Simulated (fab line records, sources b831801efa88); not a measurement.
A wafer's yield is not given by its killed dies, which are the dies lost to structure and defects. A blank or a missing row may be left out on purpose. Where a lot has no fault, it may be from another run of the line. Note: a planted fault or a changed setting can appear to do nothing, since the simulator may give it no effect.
Matching of chambers || flow gf180mcu || 4 sister chambers for GF_V5_CMP_04 on cmp-01
The step polishes SiO2. 8 wafers are shown with their chamber, then 7 later ones without.

== WAFERS WITH THEIR CHAMBER ==
{"wafer": "L860.6", "chamber": 0, "motor_current_A (A)": 12.7}
{"wafer": "L863.2", "chamber": 3, "motor_current_A (A)": 12.7}
{"wafer": "L863.4", "chamber": 2, "motor_current_A (A)": 10.4}
{"wafer": "L866.2", "chamber": 3, "motor_current_A (A)": 12.3}
{"wafer": "L866.5", "chamber": 0, "motor_current_A (A)": 11.9}
{"wafer": "L866.6", "chamber": 1, "motor_current_A (A)": 14.3}
{"wafer": "L869.1", "chamber": 2, "motor_current_A (A)": 10.6}
{"wafer": "L869.4", "chamber": 1, "motor_current_A (A)": 13.7}

== WAFERS WITH NO CHAMBER GIVEN ==
{"wafer": "L869.5", "motor_current_A (A)": 10.2}
{"wafer": "L877.1", "motor_current_A (A)": 12.2}
{"wafer": "L877.2", "motor_current_A (A)": 10.8}
{"wafer": "L877.6", "motor_current_A (A)": 12.1}
{"wafer": "L878.1", "motor_current_A (A)": 13.8}
{"wafer": "L878.3", "motor_current_A (A)": 12.5}
{"wafer": "L878.6", "motor_current_A (A)": 12.0}

== CHAMBER TAKEN BY EACH ==
{"wafer": "L869.5", "from the rows above": 2, "in truth": 2}
{"wafer": "L877.1", "from the rows above": "can't be placed: 0 or 3", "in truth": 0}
{"wafer": "L877.2", "from the rows above": 2, "in truth": 2}
{"wafer": "L877.6", "from the rows above": "can't be placed: 0 or 3", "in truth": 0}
{"wafer": "L878.1", "from the rows above": 1, "in truth": 1}
{"wafer": "L878.3", "from the rows above": "can't be placed: 3 or 0", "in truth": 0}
{"wafer": "L878.6", "from the rows above": "can't be placed: 0 or 3", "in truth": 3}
3 of 7 placed correctly. From these rows, 4 cannot be placed; in 4 the true chamber is one of the candidates. Placed wrongly: 0.
How it was worked out, from the rows above alone: a wafer's distance from a chamber is the root of the sum, over the readings, of the square of ((its reading less the chamber's mean) divided by the reading's scatter). The wafer belongs to the nearest chamber; if the next one is less than 2 further off, it can't be placed. A chamber's mean is the mean of its shown wafers. The scatter is the square root of a quotient: the sum, over the shown wafers, of each reading's squared deviation from its chamber's mean, divided by wafers minus chambers.
